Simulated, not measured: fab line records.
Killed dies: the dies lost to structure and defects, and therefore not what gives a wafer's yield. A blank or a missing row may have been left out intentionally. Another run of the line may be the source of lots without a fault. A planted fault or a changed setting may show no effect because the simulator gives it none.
Matching of chambers	flow gf180mcu	GF_V1_CMP_04 on cmp-02 has 4 sister chambers
The step polishes SiO2. 14 wafers are shown with their chamber, then 7 later ones without.

== WAFERS PAIRED WITH THEIR CHAMBERS ==
wafer	chamber	motor-current-A (A)	time-to-endpoint-s (s)
L968.1	2	12.6	77
L968.2	3	14.1	81
L968.5	0	10.6	81
L969.1	2	13.1	82
L969.3	3	15.2	83
L969.4	1	12.4	89
L970.1	1	11.9	74
L970.2	2	13.1	78
L970.5	3	14.5	83
L981.1	0	10.6	82
L981.3	3	15.0	85
L981.6	2	13.5	90
L986.1	3	14.2	76
L986.3	2	14.3	78

SIGNATURES (averages over the wafers above)
reading	chamber 0	chamber 1	chamber 2	chamber 3	scatter within a chamber
motor-current-A	10.600	12.150	13.320	14.600	0.517
time-to-endpoint-s	81.50	81.50	81.00	81.60	5.26
Rule: a wafer's distance from a chamber is the root of the sum, over the readings, of the square of ((its reading less the chamber's mean) divided by the reading's scatter). The wafer belongs to the nearest chamber; if the next one is less than 2 further off, it can't be placed. The scatter is the square root of a quotient: the sum, over the shown wafers, of each reading's squared deviation from its chamber's mean, divided by wafers minus chambers.

== WAFERS WITHOUT THEIR CHAMBER ==
wafer	motor-current-A (A)	time-to-endpoint-s (s)
L986.5	11.6	80
L987.3	14.6	84
L987.4	10.5	91
L987.5	10.1	88
L988.1	15.4	73
L988.4	10.7	76
L988.5	14.7	75

== CHAMBER TAKEN BY EACH ==
wafer	from the rows above	in truth
L986.5	can't be placed: 1 or 0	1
L987.3	3	3
L987.4	can't be placed: 0 or 1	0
L987.5	0	0
L988.1	3	3
L988.4	can't be placed: 0 or 1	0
L988.5	can't be placed: 3 or 2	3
Correctly placed: 3 of 7. Cannot be placed on the basis of these rows: 4; the candidates contain the true chamber in 4. 0 placed wrongly.
